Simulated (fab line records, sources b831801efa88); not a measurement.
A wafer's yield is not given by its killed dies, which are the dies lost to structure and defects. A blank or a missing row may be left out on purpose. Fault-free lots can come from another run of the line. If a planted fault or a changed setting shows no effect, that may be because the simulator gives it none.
A lot that was struck, set against a sound lot | flow sky130 | 14 out of 708 route steps
Sound: these wafers, L577.2, L577.4, L577.5. Struck: wafers L589.2, L589.3, L589.4. The cause is given at the end.
Each step with rows lists, per side, the tool, then ch with its chambers, then its first start. Under that, the readings that differ: sound wafers | struck wafers | difference of the means | sigmas: that difference in standard deviations of wafers without a fault.
alike: readings with means less than 2 such deviations apart, plus words and numbers identical on both sides. not compared: withheld readings, readings lacking a value on some wafer, bounds such as >300 that could conceal the same value, and numbers that have no deviation in the record and whose values overlap.
Wherever a step has rows on one side only, a row that says differs or no value, or a row with sigmas, the two part there. Numbers that have no deviation but don't overlap get no sigmas and don't part them. Lack of a reading on every wafer of one side parts them only where that side has two or more wafers.

SKY_METAL4_STRIP_19: strips in O2/N2.
  sound on plasma_asher-02 ch 0,1, day 43 20:52; struck on plasma_asher-01 ch 0,1, day 46 16:33
  reading                      | sound          | struck         | difference | sigmas
  drypump_motor_current_A (A)  | 6.1 6.0 5.9    | 5.2 5.5 5.2    | -0.7       | -2
  strip_time_to_endpoint_s (s) | 6.74 6.69 6.72 | 6.52 6.54 6.50 | -0.20      | -2
  alike: oes_product_au
  not compared: rf_hours_counter_h
then, 4 steps without rows for these wafers: SKY_METAL4_STRIP_20 (strips in post etch residue remover, time 1200 s); SKY_METAL4_CLEAN_21 (cleans in IPA, time 180 s); SKY_METAL4_CLEAN_22 (cleans in O3/DIW); SKY_VIA4_HDPCVD_00 (deposits SiO2, target thk 1750 nm, time 291.7 s).
SKY_VIA4_THK_MEAS_01:
  struck on film_metro-03, day 46 17:21; sound on film_metro-02, day 43 21:40
  alike: VIA4_HDPCVD_THK
SKY_VIA4_CMP_02: polishes SiO2.
  sound on cmp-01 ch 0,1,2, day 43 21:43; struck on cmp-02 ch 0,1,3, day 46 17:27
  alike: motor_current_A, slurry_flow_ml_min
SKY_VIA4_BOW_MEAS_03:
  struck on film_metro-03, day 46 17:43; sound on film_metro-02, day 43 22:02
  alike: VIA4_BOW
then, 4 steps without rows for these wafers: SKY_VIA4_DEHYDRATE_04 (time 60 s); SKY_VIA4_HMDS_05 (prime time 60 s); SKY_VIA4_COAT_06 (resist thk 1140 nm); SKY_VIA4_SOFTBAKE_07 (time 60 s).
SKY_VIA4_EXPOSE_08: exposes mask VIM4, target cd 800 nm.
  sound on iline_stepper-02 ch 0, day 44 09:01; struck on iline_stepper-02, day 47 04:00
  no value came back on the struck wafers for exposure_dose_mJ_cm2, focus_offset_nm (nm), stage_vel_mm_s (mm/s); on the sound wafers exposure_dose_mJ_cm2 reads 132.07 132.03 132.05
  alike: mask
following that, these wafers have no rows for 1 step: SKY_VIA4_PEB_09.

WHERE THEY PART
Earliest at SKY_METAL4_STRIP_19; latest, in this record, at SKY_VIA4_EXPOSE_08.

WHY: whatever the simulator had introduced
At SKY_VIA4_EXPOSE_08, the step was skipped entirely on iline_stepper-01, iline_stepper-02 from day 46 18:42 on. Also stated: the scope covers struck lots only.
